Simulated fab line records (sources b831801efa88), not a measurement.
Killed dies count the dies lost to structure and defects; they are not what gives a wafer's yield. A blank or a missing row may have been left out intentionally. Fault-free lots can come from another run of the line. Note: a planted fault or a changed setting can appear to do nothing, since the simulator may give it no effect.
fab line records    flow sky130
record: lots: 11  wafers: 33  lastDay: 50
route steps=708 shown CAPM@538 METAL3@563 VIA3@588 METAL4@598
lots that met no fault: from a run of the same line without faults
startH: hours from the record's first day to the start of the lot's first wafer shown    waitH: hours since the lot's step before    " same as the row above    L1.1+2: one row covering several wafers at once    - no value, or no start given    * or withheld: withheld    < > ~ a bound
route shown NAME@n: names a module that has steps shown in the file, with the first one's number in the route    usual: average and standard deviation across the fault-free wafers    same: alike in all rows    chamber/n: place in a boat    sites: readings site by site    _std_site: their standard deviation    _edge_site: outer sites' mean less inner sites'    radiusMm: how far each site lies from the wafer's centre    mask NAME#n: copy n    behind: the most recent tool/chamber to have shaped the wafer    hold: cause of the lot's hold/its duration in hours/its outcome    device: the transistor (n, p or np) that didn't switch    end of line: tests of these same wafers at the route's end    for a step that has no rows: nothing shown but its recipe    killed: the dies lost at the first sort to structure and to defects; this is not the yield of the wafer    map: per-die view of a wafer (x killed, . not killed, _ where there is no die)
set.NAME: the setting as run; set.NAME@STEP: as run at that earlier step    model.NAME: the simulator's own value behind a step, which no gauge read
steps of the route over a sample of lots; a table a step, a row a wafer
services: the hour from which a tool's chamber was out of use, counted from the record's first day as startH (under 0 if before that day), plus the number of hours and why
== steps ==
step: SKY_CAPM_THK_MEAS_01
recipe: reads: SiO2_of_CAPM_CVD_00
usual: CAPM_CVD_00_THK: 15.46/0.25
lot.wafer  tool          chamber  startH   waitH  CAPM_CVD_00_THK[nm]
L186.1     filmMetro-01  -        862.61   -      15.69
L186.2     "             -        "        "      15.28
L186.4     "             -        "        "      15.64
L189.1     filmMetro-02  -        889.95   -      15.40
L189.2     "             -        "        "      15.52
L189.6     "             -        "        "      15.83
L191.1     filmMetro-01  -        909.07   -      15.24
L191.3     "             -        "        "      14.93
L191.5     "             -        "        "      15.26
L192.1     filmMetro-04  -        909.65   -      15.47
L192.4     "             -        "        "      15.59
L192.5     "             -        "        "      15.70
L193.1     filmMetro-02  -        932.58   -      15.24
L193.2     "             -        "        "      15.38
L193.4     "             -        "        "      15.61
L195.1     filmMetro-02  -        939.57   -      15.04
L195.2     "             -        "        "      14.93
L195.3     "             -        "        "      15.30
L197.4     filmMetro-01  -        946.02   -      15.80
L197.5     "             -        "        "      15.63
L197.6     "             -        "        "      15.74
L196.2     filmMetro-01  -        951.04   -      15.41
L196.4     "             -        "        "      15.65
L196.6     "             -        "        "      15.69
L198.2     filmMetro-02  -        952.61   -      15.84
L198.3     "             -        "        "      15.71
L198.4     "             -        "        "      15.98
L199.1     filmMetro-02  -        961.21   -      15.41
L199.3     "             -        "        "      15.60
L199.4     "             -        "        "      15.66
L206.1     filmMetro-02  -        1006.10  -      14.65
L206.5     "             -        "        "      15.61
L206.6     "             -        "        "      15.24
step: SKY_METAL3_CD_MEAS_13
recipe: targetCdNm: 300
usual: cdNm: 300.3/1.6
lot.wafer  tool      chamber  startH   waitH  cdNm
L186.1     cdSem-02  -        915.68   -      300.6
L186.2     "         -        "        "      300.9
L186.4     "         -        "        "      301.5
L189.1     cdSem-01  -        940.28   -      299.2
L189.2     "         -        "        "      299.8
L189.6     "         -        "        "      299.9
L191.1     cdSem-01  -        958.02   -      297.5
L191.3     "         -        "        "      298.2
L191.5     "         -        "        "      299.2
L192.1     cdSem-01  -        958.97   -      299.3
L192.4     "         -        "        "      301.3
L192.5     "         -        "        "      299.9
L193.1     cdSem-01  -        982.08   -      300.4
L193.2     "         -        "        "      299.9
L193.4     "         -        "        "      300.3
L195.1     cdSem-01  -        987.63   -      298.4
L195.2     "         -        "        "      298.6
L195.3     "         -        "        "      298.6
L197.4     cdSem-02  -        994.29   -      302.1
L197.5     "         -        "        "      300.5
L197.6     "         -        "        "      301.1
L196.2     cdSem-02  -        998.15   -      301.3
L196.4     "         -        "        "      300.2
L196.6     "         -        "        "      300.3
L198.2     cdSem-02  -        1000.34  -      299.7
L198.3     "         -        "        "      298.2
L198.4     "         -        "        "      299.9
L199.1     cdSem-02  -        1009.59  -      301.3
L199.3     "         -        "        "      301.6
L199.4     "         -        "        "      299.5
L206.1     cdSem-01  -        1050.82  -      304.0
L206.5     "         -        "        "      301.8
L206.6     "         -        "        "      303.6
step: SKY_VIA3_ETCH_15
recipe: target: SiO2  chemistry: C4F8/O2/Ar  targetDepthNm: 507  stopOn: TiN  maskMaterial: KrF-thick  sourceW: 1500  biasW: 1200  pressureMtorr: 40  c4f8FlowSccm: withheld  O2_flow_sccm: 6  Ar_flow_sccm: 300  timeS: 78
usual: oesProductAu: 0.945/0.0049  runLengthS: 106.2/0.41
lot.wafer  tool        chamber  startH   waitH  oesProductAu  rfHoursCounterH  runLengthS
L186.1     rieDiel-01  3        942.23   0.0    0.939         7                106.3
L186.2     "           1        "        "      0.942         17               105.7
L186.4     "           3        "        "      0.941         -                106.2
L189.1     rieDiel-04  1        966.52   0.0    0.948         9                105.4
L189.2     "           0        "        "      0.951         10               106.8
L189.6     "           1        "        "      0.951         -                105.7
L191.1     rieDiel-01  2        983.57   0.0    0.948         15               106.0
L191.3     "           0        "        "      0.944         18               106.3
L191.5     "           2        "        "      0.948         -                106.0
L192.1     rieDiel-01  0        984.92   0.0    0.940         18               106.0
L192.4     "           3        "        "      0.942         8                106.1
L192.5     "           0        "        "      0.951         -                105.7
L193.1     rieDiel-04  0        1007.57  0.0    0.945         12               106.6
L193.2     "           1        "        "      0.941         11               105.9
L193.4     "           3        "        "      0.955         24               106.7
L195.1     rieDiel-01  3        1012.98  0.0    0.945         9                106.0
L195.2     "           0        "        "      0.947         20               106.0
L195.3     "           2        "        "      0.942         16               106.8
L197.4     rieDiel-01  3        1019.06  0.0    0.864         -                119.4
L197.5     "           2        "        "      0.867         -                119.9
L197.6     "           0        "        "      0.863         -                118.9
L196.2     rieDiel-02  0        1022.93  0.0    0.938         6                107.1
L196.4     "           3        "        "      0.935         6                105.5
L196.6     "           1        "        "      0.941         -                106.1
L198.2     rieDiel-02  0        1025.42  0.0    0.938         6                106.6
L198.3     "           3        "        "      0.944         6                105.8
L198.4     "           1        "        "      0.947         13               106.2
L199.1     rieDiel-01  0        1033.87  0.0    0.851         20               119.2
L199.3     "           2        "        "      0.861         17               119.5
L199.4     "           1        "        "      0.865         19               119.1
L206.1     rieDiel-04  1        1073.73  0.0    0.940         14               105.7
L206.5     "           3        "        "      0.946         -                106.9
L206.6     "           0        "        "      0.943         -                106.5
step: SKY_VIA3_STRIP_16
recipe: chemistry: O2/N2  powerW: 1400  pressureMtorr: 1500  platenTempC: withheld  o2FlowSccm: 3000  n2FlowSccm: 300  overashFraction: 0.5
usual: drypumpMotorCurrentA: 5.7/0.6  n2FlowSccm: 300.1/0.97  oesProductAu: 0.401/0.0046  stripTimeToEndpointS: 4.12/0.036
lot.wafer  tool            chamber  startH   waitH  drypumpMotorCurrentA  n2FlowSccm  oesProductAu  rfHoursCounterH  stripTimeToEndpointS
L186.1     plasmaAsher-04  1        942.29   0.0    5.3                   302.4       0.395         116              4.11
L186.2     "               0        "        "      6.8                   300.9       0.406         116              4.12
L186.4     "               1        "        "      5.3                   301.7       0.398         -                4.09
L189.1     plasmaAsher-01  1        966.58   0.0    5.5                   301.4       0.404         50               4.08
L189.2     "               0        "        "      5.2                   299.5       0.400         50               4.08
L189.6     "               1        "        "      5.4                   300.1       0.401         -                4.07
L191.1     plasmaAsher-04  0        983.63   0.0    6.8                   300.8       0.397         120              4.12
L191.3     "               0        "        "      6.8                   300.2       0.408         -                4.11
L191.5     "               1        "        "      5.3                   302.5       0.401         -                4.11
L192.1     plasmaAsher-04  1        984.98   0.0    5.3                   301.5       0.400         120              4.10
L192.4     "               1        "        "      5.3                   300.7       0.399         -                4.15
L192.5     "               0        "        "      6.8                   299.9       0.401         -                4.10
L193.1     plasmaAsher-04  1        1007.63  0.0    5.3                   299.6       0.398         122              4.12
L193.2     "               0        "        "      6.8                   300.0       0.405         122              4.12
L193.4     "               1        "        "      5.2                   299.3       0.398         -                4.15
L195.1     plasmaAsher-04  0        1013.04  0.0    6.8                   300.8       0.404         123              4.16
L195.2     "               1        "        "      5.2                   299.8       0.401         123              4.06
L195.3     "               1        "        "      5.2                   300.3       0.400         -                4.10
L197.4     plasmaAsher-04  0        1019.12  0.0    6.8                   301.0       0.393         -                3.93
L197.5     "               1        "        "      5.3                   299.6       0.388         -                3.89
L197.6     "               0        "        "      6.8                   300.6       0.389         -                3.87
L196.2     plasmaAsher-04  1        1022.99  0.0    5.3                   300.8       0.398         124              4.13
L196.4     "               1        "        "      5.3                   299.5       0.404         -                4.21
L196.6     "               1        "        "      5.2                   300.0       0.404         -                4.16
L198.2     plasmaAsher-01  0        1025.48  0.0    5.2                   300.0       0.406         56               4.13
L198.3     "               1        "        "      5.5                   300.3       0.408         -                4.20
L198.4     "               0        "        "      5.2                   299.2       0.402         -                4.18
L199.1     plasmaAsher-01  0        1033.93  0.0    5.2                   299.7       0.391         57               3.87
L199.3     "               0        "        "      5.2                   300.9       0.386         -                3.95
L199.4     "               1        "        "      5.5                   300.1       0.398         -                3.96
L206.1     plasmaAsher-01  0        1073.79  0.0    5.2                   299.1       0.406         61               4.16
L206.5     "               1        "        "      5.5                   301.1       0.405         -                4.15
L206.6     "               0        "        "      5.2                   298.7       0.396         -                4.14
step: SKY_METAL4_SPUTTER_00
recipe: material: Ti  targetThkNm: 15  powerW: 3000  timeS: 10  chamberPressurePa: 0.4
usual: throttleValvePct: 29.7/1.2
lot.wafer  tool           chamber  startH   waitH  throttleValvePct
L186.1     pvdSputter-03  -        943.67   0.1    31.1
L186.2     "              -        "        "      26.0
L186.4     "              -        "        "      29.9
L189.1     pvdSputter-04  -        967.84   0.2    27.9
L189.2     "              -        "        "      30.5
L189.6     "              -        "        "      30.3
L191.1     pvdSputter-02  -        984.90   0.2    30.6
L191.3     "              -        "        "      31.0
L191.5     "              -        "        "      30.5
L192.1     pvdSputter-04  -        986.23   0.2    30.0
L192.4     "              -        "        "      28.0
L192.5     "              -        "        "      30.2
L193.1     pvdSputter-03  -        1008.92  0.2    29.9
L193.2     "              -        "        "      30.8
L193.4     "              -        "        "      26.3
L195.1     pvdSputter-04  -        1014.30  0.2    30.5
L195.2     "              -        "        "      28.2
L195.3     "              -        "        "      30.1
L197.4     pvdSputter-02  -        1020.35  0.2    29.1
L197.5     "              -        "        "      30.5
L197.6     "              -        "        "      29.9
L196.2     pvdSputter-04  -        1024.26  0.1    30.1
L196.4     "              -        "        "      28.1
L196.6     "              -        "        "      27.9
L198.2     pvdSputter-04  -        1026.75  0.1    28.2
L198.3     "              -        "        "      30.5
L198.4     "              -        "        "      30.3
L199.1     pvdSputter-02  -        1035.25  0.2    30.9
L199.3     "              -        "        "      30.5
L199.4     "              -        "        "      29.4
L206.1     pvdSputter-04  -        1075.05  0.2    30.2
L206.5     "              -        "        "      30.1
L206.6     "              -        "        "      30.6
== services ==
tool            chamber  startH   hours  kind
rieDiel-01      -        922.82   14.7   repair
plasmaAsher-01  -        936.81   3.9    repair
rieDiel-01      2        937.72   11.0   repair
pvdSputter-02   -        939.71   6.3    repair
pvdSputter-02   1        956.43   -      consumableReplace:kit
pvdSputter-02   1        956.43   18.0   scheduledDown
pvdSputter-03   -        961.74   3.9    repair
plasmaAsher-04  -        964.67   3.0    repair
rieDiel-02      0        1003.12  4.2    repair
pvdSputter-02   -        1005.55  2.5    repair
rieDiel-01      1        1006.71  16.7   repair
rieDiel-02      1        1026.52  6.1    repair
pvdSputter-04   -        1029.51  2.6    repair
rieDiel-01      -        1030.96  0.5    repair
rieDiel-04      0        1050.46  19.6   repair
pvdSputter-04   3        1052.23  -      consumableReplace:kit
pvdSputter-04   3        1052.23  18.0   scheduledDown
pvdSputter-04   3        1052.23  18.0   ventCycle
rieDiel-04      -        1053.70  0.2    repair
plasmaAsher-04  -        1055.25  9.0    pm
plasmaAsher-04  0        1055.25  9.0    ventCycle
plasmaAsher-04  1        1055.25  9.0    ventCycle
plasmaAsher-04  0        1064.25  -      clean
plasmaAsher-04  1        1064.25  -      clean
== key ==
firstSign: step: SKY_VIA3_ETCH_15  reading: runLengthS  direction: up  sigmas: 32  usual: *  struck: *
effect: step: SKY_VIA3_ETCH_15  reading: oesProductAu  direction: down  sigmas: 17  usual: 0.945  struck: 0.862
effect: step: SKY_VIA3_STRIP_16  reading: stripTimeToEndpointS  direction: down  sigmas: 5.7  usual: *  struck: *
metAt SKY_VIA3_ETCH_15
struckLots L197,L199
notActingAt SKY_CAPM_THK_MEAS_01,SKY_METAL3_CD_MEAS_13,SKY_METAL4_SPUTTER_00
onsetBetween 1012.98 1019.06
fault: kind: processParameterDrift  tool: rieDiel-01  chamber: -  onsetH: 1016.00  steps: SKY_VIA3_ETCH_15  channel: timeS  offset: *  shape: step  endH: 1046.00  actsIn: *  stated: *
